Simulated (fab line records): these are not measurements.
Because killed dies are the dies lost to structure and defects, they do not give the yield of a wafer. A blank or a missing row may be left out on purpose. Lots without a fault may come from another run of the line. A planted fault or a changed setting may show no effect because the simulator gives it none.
Comparing a struck lot with a sound one || flow sky130 || 19 steps out of a route of 708
Sound: the wafers L718.3, L718.4, L718.6. Wafers struck: L728.1, L728.4, L728.5. Last of all comes the cause.
Each step with rows lists, per side, the tool, then ch with its chambers, then its first start. Under that, the readings that differ: sound wafers || struck wafers || difference of the means || sigmas: that difference in standard deviations of wafers without a fault.
alike: a reading whose means differ by less than 2 such deviations, as well as words and numbers matching on both sides. not compared: withheld readings; readings where some wafer has no value; bounds like >300 that might hide an equal value; numbers whose values overlap and for which the record gives no deviation.
A row with sigmas, a row that says differs or no value, or rows on one side alone: a step with any of these is where the two part. Numbers that don't overlap but have no deviation are shown without sigmas and don't part them. Lack of a reading on every wafer of one side parts them only where that side has two or more wafers.

first, 4 steps without rows for these wafers: SKY_METAL2_STRIP_21 (strips in post etch residue remover, time 1200 s); SKY_METAL2_CLEAN_22 (cleans in IPA, time 180 s); SKY_METAL2_CLEAN_23 (cleans in O3/DIW); SKY_VIA2_HDPCVD_00 (deposits SiO2, target thk 1180 nm, time 196.7 s).
SKY_VIA2_THK_MEAS_01:
  struck on film-metro-03, day 40 04:20; sound on film-metro-04, day 37 09:29
  alike: VIA2_HDPCVD_THK
SKY_VIA2_CMP_02: polishes SiO2.
  sound on cmp-02 ch 0,2,3, day 37 09:34; struck on cmp-01 ch 0,1,3, day 40 04:23
  alike: head-pressure-psi, motor-current-A
SKY_VIA2_BOW_MEAS_03:
  struck on film-metro-04, day 40 04:41; sound on film-metro-01, day 37 09:52
  alike: VIA2_BOW
then, 5 steps without rows for these wafers: SKY_VIA2_DEHYDRATE_04 (time 60 s); SKY_VIA2_HMDS_05 (prime time 60 s); SKY_VIA2_COAT_06 (resist thk 60 nm); SKY_VIA2_COAT_07 (resist thk 450 nm); SKY_VIA2_SOFTBAKE_08 (time 90 s).
SKY_VIA2_EXPOSE_09: exposes mask VIM2, target cd 200 nm.
  sound on krf-scanner-01 ch 0, day 37 22:38; struck on krf-scanner-01 ch 0, day 40 17:35
{"reading": "model.VIA2.overlay-x-nm (nm)", "sound": "-0.1579 -0.1579 -0.1579", "struck": "33.4 33.4 33.4", "difference": "+33.6", "sigmas": ""}
  alike: mask
then, 2 steps without rows for these wafers: SKY_VIA2_PEB_10; SKY_VIA2_DEVELOP_11 (develop time 60 s).
SKY_VIA2_CD_MEAS_12 targets a cd of 200 nm.
  struck on cd-sem-02, day 41 04:55; sound on cd-sem-02, day 38 10:58
{"reading": "cd-nm (nm)", "sound": "198.0 198.0 197.0", "struck": "201.5 200.5 199.8", "difference": "+2.9", "sigmas": "+2"}
SKY_VIA2_OVL_MEAS_13:
  struck on overlay-02, day 41 05:02; sound on overlay-02, day 38 11:03
{"reading": "VIA2_OVL (nm)", "sound": "11 7 8", "struck": "44 39 38", "difference": "+32", "sigmas": "+6"}
SKY_VIA2_ETCH_14: etches BARC in N2/H2, stops on SiO2, time 45.9 s, target depth 60 nm.
  sound on rie-diel-01 ch 1,3, day 38 11:04; struck on rie-diel-02 ch 0,1, day 41 05:04
  alike: drypump-motor-current-A, oes-product-au, throttle-valve-pct
  not compared: rf-hours-counter-h
following that, these wafers have no rows for 1 step: SKY_PAD_OPEN_PROBE_99.

WHERE THEY PART
At SKY_VIA2_CD_MEAS_12 first; at SKY_VIA2_OVL_MEAS_13 last (within this record only). Later steps at which nothing parts them and some readings are alike: SKY_VIA2_ETCH_14.

WHY: what the simulator had put in
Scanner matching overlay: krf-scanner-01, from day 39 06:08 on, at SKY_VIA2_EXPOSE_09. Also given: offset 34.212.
